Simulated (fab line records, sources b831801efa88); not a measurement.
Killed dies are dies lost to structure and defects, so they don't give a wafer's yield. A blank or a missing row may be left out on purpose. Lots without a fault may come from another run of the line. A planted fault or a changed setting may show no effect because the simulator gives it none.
Chamber matching | flow gf180mcu | GF_STI_ETCH_13 on rie_diel-01: 4 sister chambers
The step etches the open film in CHF3/O2, stops on Si, target depth 282.31 nm, time 112.9 s. 4 wafers are shown with their chamber, then 7 later ones without.

WAFERS WITH THEIR CHAMBER
wafer  | chamber | drypump_motor_current_A (A)
L717.1 | 2       | 6.6
L728.5 | 0       | 5.9
L732.3 | 3       | 4.9
L732.4 | 1       | 6.3

WAFERS WITHOUT THEIR CHAMBER
wafer  | drypump_motor_current_A (A)
L732.6 | 4.9
L735.2 | 5.9
L735.3 | 6.6
L735.6 | 5.0
L736.4 | 6.3
L736.5 | 5.9
L736.6 | 6.3

WHICH CHAMBER EACH WENT THROUGH
wafer  | from the rows above | in truth
L732.6 | 3                   | 3
L735.2 | 0                   | 0
L735.3 | 2                   | 2
L735.6 | 3                   | 3
L736.4 | 1                   | 1
L736.5 | 0                   | 0
L736.6 | 1                   | 1
Placed correctly: 7 of 7. Can't be placed from these rows: 0. Placed wrongly: 0.
How it was worked out, from the rows above alone: a wafer's distance from a chamber is the root of the sum, over the readings, of the square of ((its reading less the chamber's mean) divided by the reading's scatter). The wafer belongs to the nearest chamber; if the next one is less than 2 further off, it can't be placed. A chamber's mean is the mean of its shown wafers. The scatter: with one shown wafer a chamber, the root of the mean of the squares of how far each hidden wafer lies from its nearest shown one.
